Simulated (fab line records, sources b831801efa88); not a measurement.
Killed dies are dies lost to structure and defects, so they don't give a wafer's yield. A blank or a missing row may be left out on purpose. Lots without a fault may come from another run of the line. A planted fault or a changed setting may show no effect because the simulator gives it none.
Tool commonality check | flow gf180mcu | 15 lots, 54 wafers sampled

WHY IT WAS OPENED
At GF_HV_LDD_TW_MEAS_50 the reading HV_LDD_4_TW is flagged on 3 of 15 lots. Wafers without a fault read 574.3, standard deviation 2.3.
Rule: a lot is flagged when every wafer of it that has a number lies more than 4 standard deviations from that mean, or none has a number. The other lots count as sound.

lot  | measured     | on            | HV_LDD_4_TW, wafer by wafer               | flag
L550 | day 12 09:16 | film_metro-04 | 575.2 572.9 574.6                         |
L552 | day 12 22:11 | film_metro-04 | 571.7 572.2 574.9                         |
L555 | day 13 20:45 | film_metro-03 | 1471.6 1462.8 1466.9 1462.4 1464.7 1471.9 | FLAGGED
L556 | day 14 06:03 | film_metro-03 | 1468.9 1476.1 1470.1 1468.4 1462.3 1467.7 | FLAGGED
L557 | day 14 18:19 | film_metro-01 | 1479.5 1469.5 1475.8 1476.4 1471.9 1483.1 | FLAGGED
L564 | day 17 02:34 | film_metro-04 | 575.4 578.4 578.1                         |
L566 | day 17 18:35 | film_metro-01 | 576.3 575.5 571.7                         |
L565 | day 17 23:32 | film_metro-01 | 574.1 577.3 571.4                         |
L567 | day 18 03:59 | film_metro-03 | 577.9 575.1 577.3                         |
L568 | day 18 07:04 | film_metro-04 | 575.4 572.8 572.4                         |
L569 | day 18 18:27 | film_metro-03 | 576.6 577.1 573.7                         |
L570 | day 18 23:42 | film_metro-03 | 577.5 573.7 574.7                         |
L572 | day 19 19:26 | film_metro-01 | 576.2 575.2 574.9                         |
L571 | day 19 20:26 | film_metro-01 | 572.3 573.0 575.2                         |
L573 | day 20 08:15 | film_metro-01 | 576.1 573.0 573.2                         |
The numbers of the flagged lots are 1470.6 on average: +896.3 against the usual, or +99 or more standard deviations.

WHICH TOOL RAN EACH LOT
The record holds 1 process step before the reading, out of a route of 602 steps. In each cell: the tool, then ch and the chambers that the sampled wafers went through, then the start.
lot  | flag    | GF_HV_LDD_COAT_26
L550 |         | litho_track-02 ch 0, day 11 03:41
L552 |         | litho_track-01 ch 0, day 11 16:37
L555 | FLAGGED | litho_track-04, day 12 13:31
L556 | FLAGGED | litho_track-01, day 12 22:38
L557 | FLAGGED | litho_track-04, day 13 09:43
L564 |         | litho_track-02 ch 0, day 15 16:08
L566 |         | litho_track-02 ch 0, day 16 07:08
L565 |         | litho_track-01 ch 0, day 16 12:24
L567 |         | litho_track-02 ch 0, day 16 17:47
L568 |         | litho_track-04 ch 0, day 16 19:56
L569 |         | litho_track-02 ch 0, day 17 05:41
L570 |         | litho_track-02 ch 0, day 17 11:48
L572 |         | litho_track-04 ch 0, day 18 06:02
L571 |         | litho_track-02 ch 0, day 18 07:36
L573 |         | litho_track-01 ch 0, day 18 18:57
What these steps do:
- GF_HV_LDD_COAT_26: resist thk 1000 nm.
- GF_HV_LDD_TW_MEAS_50

FLAGGED OVER TOTAL, TOOL BY TOOL (the gauges that took the reading come last)
step                 | tool           | lots run | flagged | share of the flagged lots | sound lots run after its first flagged lot
GF_HV_LDD_COAT_26    | litho_track-01 | 4        | 1       | some                      | 2 (L565,L573)
GF_HV_LDD_COAT_26    | litho_track-02 | 7        | 0       | none                      | -
GF_HV_LDD_COAT_26    | litho_track-04 | 4        | 2       | some                      | 2 (L568,L572)
GF_HV_LDD_TW_MEAS_50 | film_metro-01  | 6        | 1       | some                      | 5 (L566,L565,L572,L571,L573)
GF_HV_LDD_TW_MEAS_50 | film_metro-03  | 5        | 2       | some                      | 3 (L567,L569,L570)
GF_HV_LDD_TW_MEAS_50 | film_metro-04  | 4        | 0       | none                      | -

WHAT THE TABLE ALLOWS
No row of the table ran every flagged lot.

WHAT THE SIMULATOR HAD PUT IN
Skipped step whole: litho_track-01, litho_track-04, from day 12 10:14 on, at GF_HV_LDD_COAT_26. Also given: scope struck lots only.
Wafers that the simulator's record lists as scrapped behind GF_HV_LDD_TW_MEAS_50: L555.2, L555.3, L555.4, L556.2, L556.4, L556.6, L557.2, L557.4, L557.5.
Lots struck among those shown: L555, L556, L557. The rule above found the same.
